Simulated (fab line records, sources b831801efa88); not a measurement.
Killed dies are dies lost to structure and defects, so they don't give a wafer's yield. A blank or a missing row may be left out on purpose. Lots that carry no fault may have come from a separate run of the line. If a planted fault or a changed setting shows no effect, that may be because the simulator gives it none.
Which tool is to blame? || flow gf180mcu || 13 lots with 39 wafers sampled at 5 steps, on a route of 602 steps

WHAT THE GAUGES READ, wafer by wafer
GF_SAB_THK_MEAS_01. Usual: for SAB_CVD_00_THK the level is 50.0 nm and the standard deviation is 0.66.
{"lot": "L791", "measured": "day 14 02:26", "on": "film_metro-03", "SAB_CVD_00_THK (nm)": "48.9 50.4 49.3", "flag": ""}
{"lot": "L792", "measured": "day 14 12:10", "on": "film_metro-04", "SAB_CVD_00_THK (nm)": "49.8 50.5 51.0", "flag": ""}
{"lot": "L793", "measured": "day 15 02:09", "on": "film_metro-04", "SAB_CVD_00_THK (nm)": "49.8 50.8 49.5", "flag": ""}
{"lot": "L795", "measured": "day 15 11:25", "on": "film_metro-04", "SAB_CVD_00_THK (nm)": "49.9 49.3 50.4", "flag": ""}
{"lot": "L796", "measured": "day 16 02:23", "on": "film_metro-04", "SAB_CVD_00_THK (nm)": "49.8 49.4 50.9", "flag": ""}
{"lot": "L797", "measured": "day 16 09:05", "on": "film_metro-02", "SAB_CVD_00_THK (nm)": "49.7 50.4 50.3", "flag": ""}
{"lot": "L798", "measured": "day 17 01:19", "on": "film_metro-04", "SAB_CVD_00_THK (nm)": "49.5 50.8 50.3", "flag": ""}
{"lot": "L799", "measured": "day 17 17:53", "on": "film_metro-02", "SAB_CVD_00_THK (nm)": "49.2 49.7 50.4", "flag": ""}
{"lot": "L802", "measured": "day 18 23:35", "on": "film_metro-03", "SAB_CVD_00_THK (nm)": "50.5 50.7 51.3", "flag": ""}
{"lot": "L803", "measured": "day 19 10:38", "on": "film_metro-02", "SAB_CVD_00_THK (nm)": "50.7 49.8 50.8", "flag": ""}
{"lot": "L808", "measured": "day 20 23:59", "on": "film_metro-02", "SAB_CVD_00_THK (nm)": "49.4 49.1 50.3", "flag": ""}
{"lot": "L809", "measured": "day 21 09:23", "on": "film_metro-04", "SAB_CVD_00_THK (nm)": "49.4 49.4 50.1", "flag": ""}
{"lot": "L810", "measured": "day 21 15:14", "on": "film_metro-02", "SAB_CVD_00_THK (nm)": "81.5 50.2 50.9", "flag": "OFF"}

GF_M1_OVL_MEAS_15. Usual: for M1_OVL the level is 0 nm and the standard deviation is 5.
{"lot": "L791", "measured": "day 16 22:18", "on": "overlay-01", "M1_OVL (nm)": "-9 -5 -6", "flag": ""}
{"lot": "L792", "measured": "day 17 08:14", "on": "overlay-01", "M1_OVL (nm)": "3 -3 8", "flag": ""}
{"lot": "L793", "measured": "day 17 23:29", "on": "overlay-01", "M1_OVL (nm)": "5 5 12", "flag": ""}
{"lot": "L795", "measured": "day 18 09:23", "on": "overlay-01", "M1_OVL (nm)": "-1 -2 1", "flag": ""}
{"lot": "L796", "measured": "day 19 02:11", "on": "overlay-01", "M1_OVL (nm)": "-1 2 -1", "flag": ""}
{"lot": "L797", "measured": "day 19 09:44", "on": "overlay-01", "M1_OVL (nm)": "-4 3 2", "flag": ""}
{"lot": "L798", "measured": "day 20 03:23", "on": "overlay-01", "M1_OVL (nm)": "-6 3 1", "flag": ""}
{"lot": "L799", "measured": "day 20 19:41", "on": "overlay-01", "M1_OVL (nm)": "3 3 0", "flag": ""}
{"lot": "L802", "measured": "day 22 01:35", "on": "overlay-01", "M1_OVL (nm)": "9 12 15", "flag": ""}
{"lot": "L803", "measured": "day 22 10:56", "on": "overlay-01", "M1_OVL (nm)": "6 0 5", "flag": ""}
{"lot": "L808", "measured": "day 24 00:35", "on": "overlay-02", "M1_OVL (nm)": "-9 -3 1", "flag": ""}
{"lot": "L809", "measured": "day 24 09:44", "on": "overlay-01", "M1_OVL (nm)": "-4 -8 -2", "flag": ""}
{"lot": "L810", "measured": "day 24 14:41", "on": "overlay-02", "M1_OVL (nm)": "-3 -2 -4", "flag": ""}

GF_V1_BOW_MEAS_05. Usual: for V1_BOW the level is 83 um and the standard deviation is 7.9.
{"lot": "L791", "measured": "day 16 23:43", "on": "film_metro-02", "V1_BOW (um)": "86 91 97", "flag": ""}
{"lot": "L792", "measured": "day 17 09:29", "on": "film_metro-03", "V1_BOW (um)": "91 83 65", "flag": ""}
{"lot": "L793", "measured": "day 18 01:02", "on": "film_metro-03", "V1_BOW (um)": "72 88 80", "flag": ""}
{"lot": "L795", "measured": "day 18 10:47", "on": "film_metro-03", "V1_BOW (um)": "88 83 85", "flag": ""}
{"lot": "L796", "measured": "day 19 03:32", "on": "film_metro-02", "V1_BOW (um)": "83 85 72", "flag": ""}
{"lot": "L797", "measured": "day 19 11:01", "on": "film_metro-04", "V1_BOW (um)": "91 80 91", "flag": ""}
{"lot": "L798", "measured": "day 20 04:41", "on": "film_metro-03", "V1_BOW (um)": "94 78 87", "flag": ""}
{"lot": "L799", "measured": "day 20 20:59", "on": "film_metro-02", "V1_BOW (um)": "83 82 82", "flag": ""}
{"lot": "L802", "measured": "day 22 02:54", "on": "film_metro-02", "V1_BOW (um)": "74 82 75", "flag": ""}
{"lot": "L803", "measured": "day 22 12:15", "on": "film_metro-02", "V1_BOW (um)": "87 101 86", "flag": ""}
{"lot": "L808", "measured": "day 24 02:06", "on": "film_metro-03", "V1_BOW (um)": "69 74 60", "flag": ""}
{"lot": "L809", "measured": "day 24 11:03", "on": "film_metro-03", "V1_BOW (um)": "82 84 89", "flag": ""}
{"lot": "L810", "measured": "day 24 16:05", "on": "film_metro-03", "V1_BOW (um)": "83 74 78", "flag": ""}

WHICH TOOL RAN EACH LOT (tool, then ch and the chambers of the sampled wafers, then the start)
{"lot": "L791", "GF_SAB_CVD_00": "pecvd-03 ch 1,2, day 14 02:24", "GF_M1_SPUTTER_00": "pvd_sputter-01, day 15 23:46"}
{"lot": "L792", "GF_SAB_CVD_00": "pecvd-02 ch 0,1, day 14 12:10", "GF_M1_SPUTTER_00": "pvd_sputter-04, day 16 09:13"}
{"lot": "L793", "GF_SAB_CVD_00": "pecvd-02 ch 1,2, day 15 02:07", "GF_M1_SPUTTER_00": "pvd_sputter-03, day 17 00:08"}
{"lot": "L795", "GF_SAB_CVD_00": "pecvd-04 ch 1,2, day 15 11:24", "GF_M1_SPUTTER_00": "pvd_sputter-01, day 17 09:16"}
{"lot": "L796", "GF_SAB_CVD_00": "pecvd-03 ch 0,1, day 16 02:22", "GF_M1_SPUTTER_00": "pvd_sputter-01, day 18 01:55"}
{"lot": "L797", "GF_SAB_CVD_00": "pecvd-02 ch 0,1,2, day 16 09:03", "GF_M1_SPUTTER_00": "pvd_sputter-03, day 18 09:19"}
{"lot": "L798", "GF_SAB_CVD_00": "pecvd-02 ch 0,1, day 17 01:18", "GF_M1_SPUTTER_00": "pvd_sputter-01, day 19 02:43"}
{"lot": "L799", "GF_SAB_CVD_00": "pecvd-02 ch 0,1, day 17 17:51", "GF_M1_SPUTTER_00": "pvd_sputter-04, day 19 19:14"}
{"lot": "L802", "GF_SAB_CVD_00": "pecvd-04 ch 0,1,2, day 18 23:33", "GF_M1_SPUTTER_00": "pvd_sputter-01, day 21 01:43"}
{"lot": "L803", "GF_SAB_CVD_00": "pecvd-03 ch 1,2, day 19 10:36", "GF_M1_SPUTTER_00": "pvd_sputter-03, day 21 12:34"}
{"lot": "L808", "GF_SAB_CVD_00": "pecvd-02 ch 1,2, day 20 23:58", "GF_M1_SPUTTER_00": "pvd_sputter-03, day 23 01:22"}
{"lot": "L809", "GF_SAB_CVD_00": "pecvd-02 ch 1,2, day 21 09:22", "GF_M1_SPUTTER_00": "pvd_sputter-03, day 23 10:37"}
{"lot": "L810", "GF_SAB_CVD_00": "pecvd-04 ch 0,1,2, day 21 15:12", "GF_M1_SPUTTER_00": "pvd_sputter-01, day 23 16:16"}
- GF_SAB_CVD_00: deposits SiO2 from TEOS, target thk 50 nm, time 4.9302 s.
- GF_M1_SPUTTER_00: material Ti, target thk 37.5 nm, time 150 s.

WHAT THE TOOLS THEMSELVES READ (means of the sampled wafers that have a number; where no wafer has one, the mark that the record gives instead)
GF_SAB_CVD_00. Usual: heater_power_w 651 W, standard deviation 79; susceptor_temp_C 400.01 C, standard deviation 0.24.
{"lot": "L791", "tool": "pecvd-03", "heater_power_w (W)": 711, "susceptor_temp_C (C)": 400.18, "flag": ""}
{"lot": "L792", "tool": "pecvd-02", "heater_power_w (W)": 640, "susceptor_temp_C (C)": 400.16, "flag": ""}
{"lot": "L793", "tool": "pecvd-02", "heater_power_w (W)": 704, "susceptor_temp_C (C)": 399.87, "flag": ""}
{"lot": "L795", "tool": "pecvd-04", "heater_power_w (W)": 643, "susceptor_temp_C (C)": 400.02, "flag": ""}
{"lot": "L796", "tool": "pecvd-03", "heater_power_w (W)": 630, "susceptor_temp_C (C)": 399.72, "flag": ""}
{"lot": "L797", "tool": "pecvd-02", "heater_power_w (W)": 650, "susceptor_temp_C (C)": 399.77, "flag": ""}
{"lot": "L798", "tool": "pecvd-02", "heater_power_w (W)": 617, "susceptor_temp_C (C)": 400.24, "flag": ""}
{"lot": "L799", "tool": "pecvd-02", "heater_power_w (W)": 646, "susceptor_temp_C (C)": 399.94, "flag": ""}
{"lot": "L802", "tool": "pecvd-04", "heater_power_w (W)": 616, "susceptor_temp_C (C)": 400.07, "flag": ""}
{"lot": "L803", "tool": "pecvd-03", "heater_power_w (W)": 682, "susceptor_temp_C (C)": 399.96, "flag": ""}
{"lot": "L808", "tool": "pecvd-02", "heater_power_w (W)": 730, "susceptor_temp_C (C)": 399.84, "flag": ""}
{"lot": "L809", "tool": "pecvd-02", "heater_power_w (W)": 602, "susceptor_temp_C (C)": 399.97, "flag": ""}
{"lot": "L810", "tool": "pecvd-04", "heater_power_w (W)": 591, "susceptor_temp_C (C)": 400.02, "flag": ""}

GF_M1_SPUTTER_00. Usual: throttle_valve_pct 29.7 %, standard deviation 1.5.
{"lot": "L791", "tool": "pvd_sputter-01", "throttle_valve_pct (%)": 31.6, "flag": ""}
{"lot": "L792", "tool": "pvd_sputter-04", "throttle_valve_pct (%)": 29.6, "flag": ""}
{"lot": "L793", "tool": "pvd_sputter-03", "throttle_valve_pct (%)": 28.9, "flag": ""}
{"lot": "L795", "tool": "pvd_sputter-01", "throttle_valve_pct (%)": 31.2, "flag": ""}
{"lot": "L796", "tool": "pvd_sputter-01", "throttle_valve_pct (%)": 30.5, "flag": ""}
{"lot": "L797", "tool": "pvd_sputter-03", "throttle_valve_pct (%)": 28.9, "flag": ""}
{"lot": "L798", "tool": "pvd_sputter-01", "throttle_valve_pct (%)": 29.4, "flag": ""}
{"lot": "L799", "tool": "pvd_sputter-04", "throttle_valve_pct (%)": 29.6, "flag": ""}
{"lot": "L802", "tool": "pvd_sputter-01", "throttle_valve_pct (%)": 29.9, "flag": ""}
{"lot": "L803", "tool": "pvd_sputter-03", "throttle_valve_pct (%)": 29.2, "flag": ""}
{"lot": "L808", "tool": "pvd_sputter-03", "throttle_valve_pct (%)": 29.4, "flag": ""}
{"lot": "L809", "tool": "pvd_sputter-03", "throttle_valve_pct (%)": 29.8, "flag": ""}
{"lot": "L810", "tool": "pvd_sputter-01", "throttle_valve_pct (%)": 31.9, "flag": ""}

THE ANSWER, worked out from the rows above alone
Rule: a lot is off if the mean of its wafers that have a number lies more than 3 standard deviations from the usual mean. A lot without any number at a reading at which 4 lots or more have one is off too. Where the step has rows for the other lots, those lots are counted as sound. First the gauges in route order, then the tools' own readings, where a lot's mean is used as printed above. The first step at which some lot is off is used, and at that step the reading that is off furthest; a lot without a number counts as furthest.
Off: L810, seen at GF_SAB_THK_MEAS_01 (SAB_CVD_00_THK).
If a tool, at a process step before that reading, ran all the lots that are off and no sound lot after the first of them, it fits. The gauges at GF_SAB_THK_MEAS_01 are tried like those tools. Undecided on this evidence; 2 tools fit (pecvd-04 at GF_SAB_CVD_00, film_metro-02 at GF_SAB_THK_MEAS_01).

WHAT THE SIMULATOR PUT IN
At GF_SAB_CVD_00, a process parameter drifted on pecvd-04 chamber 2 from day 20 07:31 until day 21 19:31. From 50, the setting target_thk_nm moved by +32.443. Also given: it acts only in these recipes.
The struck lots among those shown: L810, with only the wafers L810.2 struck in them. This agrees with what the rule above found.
